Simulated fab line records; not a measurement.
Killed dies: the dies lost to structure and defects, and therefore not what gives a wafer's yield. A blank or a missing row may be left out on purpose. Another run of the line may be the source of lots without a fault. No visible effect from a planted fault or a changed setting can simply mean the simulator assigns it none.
Which tool did it? + flow gf180mcu + 10 lots with 30 wafers sampled at 3 steps, on a route of 602 steps

WHAT THE GAUGES READ, wafer by wafer
GF_DUAL_GATE_THK_MEAS_03.
| lot  | measured     | on            | DUAL_GATE_OXIDATION_00_THK (nm) |
|------|--------------|---------------|---------------------------------|
| L354 | day 8 00:52  | film metro-04 | 10.95 10.84 11.09               |
| L355 | day 8 07:39  | film metro-03 | 10.58 10.78 10.55               |
| L357 | day 8 20:55  | film metro-03 | 10.52 10.48 10.66               |
| L358 | day 8 23:15  | film metro-04 | 10.69 10.67 10.75               |
| L359 | day 9 09:41  | film metro-01 | 21.82 21.72 21.68               |
| L362 | day 10 03:14 | film metro-01 | 21.71 21.65 21.56               |
| L372 | day 12 21:29 | film metro-03 | 10.96 10.94 10.89               |
| L373 | day 13 04:25 | film metro-03 | 11.23 11.25 11.27               |
| L374 | day 13 14:26 | film metro-04 | 11.28 11.31 11.41               |
| L376 | day 14 02:32 | film metro-04 | 11.12 10.95 11.05               |

WHAT TOOL EACH LOT RAN ON (gives the tool, then ch and the chambers of the sampled wafers, and finally the start)
| lot  | GF_VT_IMPLANT_STRIP_09               | GF_DUAL_GATE_OXIDATION_02     |
|------|--------------------------------------|-------------------------------|
| L354 | plasma asher-01 ch 0,1, day 5 22:40  | furnace-02 ch 0, day 7 23:23  |
| L355 | plasma asher-03 ch 0,1, day 6 06:26  | furnace-01 ch 0, day 8 06:12  |
| L357 | plasma asher-04 ch 0,1, day 6 16:16  | furnace-02 ch 0, day 8 19:27  |
| L358 | plasma asher-01 ch 0,1, day 6 20:37  | furnace-02 ch 0, day 8 21:48  |
| L359 | plasma asher-03 ch 0,1, day 7 04:50  | furnace-02 ch 0, day 9 08:15  |
| L362 | plasma asher-01 ch 0,1, day 7 21:49  | furnace-02 ch 0, day 10 01:47 |
| L372 | plasma asher-04 ch 0,1, day 10 11:40 | furnace-02 ch 0, day 12 20:02 |
| L373 | plasma asher-03 ch 1, day 10 17:01   | furnace-01 ch 0, day 13 02:58 |
| L374 | plasma asher-03 ch 0, day 11 01:01   | furnace-01 ch 0, day 13 12:59 |
| L376 | plasma asher-03 ch 0,1, day 11 12:32 | furnace-02 ch 0, day 14 01:04 |
- GF_VT_IMPLANT_STRIP_09: strips in O2/N2.
- GF_DUAL_GATE_OXIDATION_02: stabilise 600 s, purge 300 s, target thk 10.887 nm.

WHAT THE TOOLS THEMSELVES READ (means of the sampled wafers that have a number; where no wafer has one, the mark that the record gives instead)
GF_VT_IMPLANT_STRIP_09.
| lot  | tool            | drypump motor current A (A) | heater power w (W) | oes product au (a.u.) | strip time to endpoint s (s) |
|------|-----------------|-----------------------------|--------------------|-----------------------|------------------------------|
| L354 | plasma asher-01 | 5.3                         | 350                | 0.716                 | 12.60                        |
| L355 | plasma asher-03 | 5.2                         | 351                | 0.718                 | 12.67                        |
| L357 | plasma asher-04 | 6.1                         | 341                | 0.713                 | 12.61                        |
| L358 | plasma asher-01 | 5.3                         | 370                | 0.717                 | 12.66                        |
| L359 | plasma asher-03 | 5.2                         | 363                | 0.718                 | 12.59                        |
| L362 | plasma asher-01 | 5.3                         | 348                | 0.716                 | 12.66                        |
| L372 | plasma asher-04 | 6.3                         | 351                | 0.709                 | 12.56                        |
| L373 | plasma asher-03 | 5.2                         | 367                | 0.713                 | 12.66                        |
| L374 | plasma asher-03 | 5.2                         | 329                | 0.718                 | 12.59                        |
| L376 | plasma asher-03 | 5.2                         | 346                | 0.720                 | 12.66                        |

GF_DUAL_GATE_OXIDATION_02.
| lot  | tool       | spike tc bottom C (C) | spike tc centre C (C) | spike tc lower C (C) | spike tc top C (C) | spike tc upper C (C) | tube center temp C (C) | tube_center_temp_C_max | zone power bottom pct (%) | zone power centre pct (%) | zone power top pct (%) | zone power upper pct (%) |
|------|------------|-----------------------|-----------------------|----------------------|--------------------|----------------------|------------------------|------------------------|---------------------------|---------------------------|------------------------|--------------------------|
| L354 | furnace-02 | 919                   | 901.6                 | 901.0                | 907.4              | 901.7                | 900.00                 | 902.2                  | 27.7                      | 19.3                      | 34.9                   | 17.5                     |
| L355 | furnace-01 | 924                   | 902.1                 | 902.4                | 906.4              | 899.8                | 899.98                 | 902.4                  | 25.7                      | 20.3                      | 33.3                   | 16.6                     |
| L357 | furnace-02 | 918                   | 901.2                 | 901.5                | 909.2              | 901.4                | 900.02                 | 902.3                  | 27.7                      | 19.2                      | 35.4                   | 17.4                     |
| L358 | furnace-02 | 919                   | 900.2                 | 900.6                | 908.9              | 901.5                | 900.02                 | 902.6                  | 27.9                      | 19.4                      | 35.4                   | 17.3                     |
| L359 | furnace-02 | 984                   | 965.3                 | 966.1                | 972.4              | 965.4                | 964.84                 | 966.9                  | 32.4                      | 22.5                      | 39.0                   | 20.3                     |
| L362 | furnace-02 | 984                   | 964.8                 | 965.6                | 972.8              | 967.2                | 964.73                 | 967.0                  | 32.4                      | 22.6                      | 39.3                   | 20.3                     |
| L372 | furnace-02 | 918                   | 900.0                 | 901.1                | 907.8              | 901.9                | 900.00                 | 902.3                  | 27.9                      | 19.4                      | 35.3                   | 17.1                     |
| L373 | furnace-01 | 924                   | 901.9                 | 901.1                | 908.1              | 898.6                | 900.05                 | 902.4                  | 25.7                      | 20.2                      | 32.9                   | 16.6                     |
| L374 | furnace-01 | 924                   | 901.5                 | 902.6                | 907.2              | 899.5                | 900.07                 | 902.7                  | 25.7                      | 20.5                      | 33.2                   | 16.7                     |
| L376 | furnace-02 | 918                   | 900.2                 | 900.7                | 909.4              | 901.4                | 900.07                 | 902.4                  | 27.8                      | 19.4                      | 34.9                   | 17.4                     |

THE ANSWER, worked out from the rows above alone
Rule: usual is defined by the lots themselves. Put in order of their means at a reading, lots are off if they are a third of the lots or fewer, leave a main group of 4 or more, and stand apart from it by a gap of 3 or more times the standard deviation of the main group's means; of several such gaps the widest counts. If all means in a main group match to the digits the tables above print for the reading, that group is not used. Also off: a lot with no number at a reading for which 4 or more lots have one. Any other lot the step has rows for is counted as sound. Order of review: gauges by route order, followed by the tools' own readings, for which a lot's mean as printed above is used. At the first step where some lot is off, the reading lying furthest off is the one used; lots without a number count as furthest.
Off: L359, L362, seen at GF_DUAL_GATE_THK_MEAS_03 (DUAL_GATE_OXIDATION_00_THK). Mean 10.93 nm and standard deviation 0.26 in the main group.
A tool fits if, at a process step before that reading, it ran every lot that is off, and no sound lot after the first of them. The gauges at GF_DUAL_GATE_THK_MEAS_03 aren't tried: what is off there is off at GF_DUAL_GATE_OXIDATION_02 too, on other tools, and a gauge's error can't cause that. None of those tried fits.

WHAT HAD BEEN PUT IN BY THE SIMULATOR
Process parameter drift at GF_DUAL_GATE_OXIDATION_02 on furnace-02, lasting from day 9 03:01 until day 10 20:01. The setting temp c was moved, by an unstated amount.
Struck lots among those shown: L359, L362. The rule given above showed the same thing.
